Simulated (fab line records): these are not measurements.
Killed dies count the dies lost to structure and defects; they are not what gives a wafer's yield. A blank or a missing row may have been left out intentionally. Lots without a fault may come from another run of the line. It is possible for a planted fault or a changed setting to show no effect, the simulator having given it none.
Chamber matching	flow sky130	SKY_CAPM_CVD_00 on pecvd-01 has 3 sister chambers
The step deposits SiO2, target thk 15.5 nm. 6 wafers are shown with their chamber, then 8 later ones without.

## WAFERS, EACH WITH ITS CHAMBER
wafer	chamber	heater power w (W)
L081.5	0	796
L081.6	1	718
L087.4	1	753
L087.5	0	789
L087.6	2	636
L091.1	2	765

## WAFERS WITH NO CHAMBER GIVEN
wafer	heater power w (W)
L091.3	704
L091.4	777
L093.1	739
L093.2	713
L093.5	718
L095.1	760
L095.3	713
L095.5	756

## CHAMBER TAKEN BY EACH
wafer	from the rows above	in truth
L091.3	can't be placed: 2 or 1 or 0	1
L091.4	can't be placed: 0 or 1 or 2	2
L093.1	can't be placed: 1 or 2 or 0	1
L093.2	can't be placed: 2 or 1 or 0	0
L093.5	can't be placed: 1 or 2 or 0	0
L095.1	can't be placed: 1 or 0 or 2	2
L095.3	can't be placed: 2 or 1 or 0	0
L095.5	can't be placed: 1 or 0 or 2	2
Placed correctly: 0 of 8. Cannot be placed on the basis of these rows: 8; the candidates contain the true chamber in 8. Number placed wrongly: 0.
How it was worked out, from the rows above alone: a wafer's distance from a chamber is the root of the sum, over the readings, of the square of ((its reading less the chamber's mean) divided by the reading's scatter). If the next closest chamber is less than 2 further off than the closest, the wafer can't be placed; otherwise it belongs to the closest. Each chamber's mean is taken over the wafers shown for it. The scatter is the square root of a quotient: the sum, over the shown wafers, of each reading's squared deviation from its chamber's mean, divided by wafers minus chambers.
